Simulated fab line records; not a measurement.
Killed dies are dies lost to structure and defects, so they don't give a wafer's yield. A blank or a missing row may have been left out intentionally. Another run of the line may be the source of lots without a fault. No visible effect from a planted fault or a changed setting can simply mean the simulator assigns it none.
Which tool did it? + flow gf180mcu + 33 wafers from 11 lots sampled at 2 of the route's 602 steps

WHAT THE GAUGES READ, wafer by wafer
GF_M4_THK_MEAS_06: measures by xrf. Usual: M4_ALCU_THK 454 nm, standard deviation 5.5.
| lot  | measured     | on            | M4_ALCU_THK (nm) | flag |
|------|--------------|---------------|------------------|------|
| L749 | day 22 12:59 | film-metro-01 | 451 448 449      |      |
| L750 | day 22 18:31 | film-metro-04 | 453 451 451      |      |
| L754 | day 24 03:27 | film-metro-04 | 458 459 454      |      |
| L756 | day 25 00:43 | film-metro-02 | 461 452 448      |      |
| L757 | day 25 07:08 | film-metro-02 | 445 451 453      |      |
| L758 | day 25 13:53 | film-metro-01 | 454 451 447      |      |
| L763 | day 27 03:59 | film-metro-02 | 458 453 451      |      |
| L766 | day 28 15:41 | film-metro-01 | 452 448 453      |      |
| L769 | day 29 06:43 | film-metro-02 | 451 448 440      |      |
| L770 | day 29 13:17 | film-metro-02 | 463 466 466      |      |
| L771 | day 29 17:11 | film-metro-02 | 454 453 455      |      |

WHICH TOOL RAN EACH LOT (tool, then ch and the chambers of the sampled wafers, then the start)
| lot  | GF_M4_SPUTTER_01             |
|------|------------------------------|
| L749 | pvd-sputter-02, day 22 12:44 |
| L750 | pvd-sputter-02, day 22 18:15 |
| L754 | pvd-sputter-04, day 24 03:13 |
| L756 | pvd-sputter-03, day 25 00:29 |
| L757 | pvd-sputter-02, day 25 06:54 |
| L758 | pvd-sputter-03, day 25 13:38 |
| L763 | pvd-sputter-04, day 27 03:45 |
| L766 | pvd-sputter-04, day 28 15:27 |
| L769 | pvd-sputter-04, day 29 06:28 |
| L770 | pvd-sputter-03, day 29 13:02 |
| L771 | pvd-sputter-03, day 29 16:56 |
- GF_M4_SPUTTER_01: material TiN, target thk 30 nm, time 25 s.

WHAT THE TOOLS THEMSELVES READ (means of the sampled wafers that have a number; where no wafer has one, the mark that the record gives instead)
GF_M4_SPUTTER_01. Usual: cathode-dc-power-W 6499.9 W, standard deviation 1.1; throttle-valve-pct 30.0 %, standard deviation 1.1.
| lot  | tool           | cathode-dc-power-W (W) | throttle-valve-pct (%) | flag |
|------|----------------|------------------------|------------------------|------|
| L749 | pvd-sputter-02 | 6499.8                 | 29.9                   |      |
| L750 | pvd-sputter-02 | 6500.2                 | 30.7                   |      |
| L754 | pvd-sputter-04 | 6499.5                 | 30.1                   |      |
| L756 | pvd-sputter-03 | 6499.3                 | 30.5                   |      |
| L757 | pvd-sputter-02 | 6499.5                 | 29.8                   |      |
| L758 | pvd-sputter-03 | 6501.3                 | 30.2                   |      |
| L763 | pvd-sputter-04 | 6500.8                 | 30.1                   |      |
| L766 | pvd-sputter-04 | 6499.8                 | 29.8                   |      |
| L769 | pvd-sputter-04 | 6500.2                 | 30.5                   |      |
| L770 | pvd-sputter-03 | 6499.2                 | 29.8                   |      |
| L771 | pvd-sputter-03 | 6500.2                 | 30.2                   |      |

THE ANSWER, worked out from the rows above alone
Rule: take the mean of a lot's wafers that have a number; if it is more than 3 standard deviations from the usual mean, the lot is off. A lot without any number at a reading at which 4 lots or more have one is off too. Where the step has rows for the other lots, those lots are counted as sound. After the gauges, taken in route order, come the tools' own readings; for these a lot's mean is taken, as printed above. At the first step where some lot is off, the reading lying furthest off is the one used; lots without a number count as furthest.
Nothing can be told from this: no lot is off at any reading shown.

WHAT THE SIMULATOR HAD PUT IN
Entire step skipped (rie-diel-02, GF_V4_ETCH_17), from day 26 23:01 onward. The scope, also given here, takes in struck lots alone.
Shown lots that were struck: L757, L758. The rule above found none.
